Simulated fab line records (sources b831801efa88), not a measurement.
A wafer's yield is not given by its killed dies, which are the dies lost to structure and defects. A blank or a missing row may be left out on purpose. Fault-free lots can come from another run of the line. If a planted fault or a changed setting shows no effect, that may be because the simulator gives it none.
Chamber matching / flow gf180mcu / GF_CONTACT_CMP_04 on cmp-01: 4 sister chambers
The step polishes SiO2. 4 wafers are shown with their chamber, then 7 later ones without.

== WAFERS PAIRED WITH THEIR CHAMBERS ==
wafer=L379.5; chamber=0; motorCurrentA (A)=13.2
wafer=L378.5; chamber=2; motorCurrentA (A)=14.6
wafer=L391.1; chamber=3; motorCurrentA (A)=13.0
wafer=L391.4; chamber=1; motorCurrentA (A)=15.2

== WAFERS MISSING THEIR CHAMBER ==
wafer=L391.6; motorCurrentA (A)=13.5
wafer=L392.2; motorCurrentA (A)=13.0
wafer=L392.4; motorCurrentA (A)=13.5
wafer=L392.5; motorCurrentA (A)=15.1
wafer=L394.1; motorCurrentA (A)=13.6
wafer=L394.4; motorCurrentA (A)=14.4
wafer=L394.6; motorCurrentA (A)=13.7

== THE CHAMBER EACH PASSED THROUGH ==
wafer=L391.6; from the rows above=can't be placed: 0 or 3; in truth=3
wafer=L392.2; from the rows above=can't be placed: 3 or 0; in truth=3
wafer=L392.4; from the rows above=can't be placed: 0 or 3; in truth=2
wafer=L392.5; from the rows above=can't be placed: 1 or 2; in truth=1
wafer=L394.1; from the rows above=can't be placed: 0 or 3 or 2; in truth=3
wafer=L394.4; from the rows above=can't be placed: 2 or 1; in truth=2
wafer=L394.6; from the rows above=can't be placed: 0 or 3 or 2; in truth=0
Correct placement for 0 of the 7. Unplaceable from these rows: 7, with the true chamber sitting among the candidates in 6. Placed wrongly: 0.
How it was worked out, from the rows above alone: a wafer's distance from a chamber is the root of the sum, over the readings, of the square of ((its reading less the chamber's mean) divided by the reading's scatter). The wafer belongs to the nearest chamber; if the next one is less than 2 further off, it can't be placed. For every chamber, the mean is computed from those of its wafers that are shown. The scatter (one wafer shown for each chamber): square how far every hidden wafer sits from the nearest shown wafer, average those squares and take the square root.
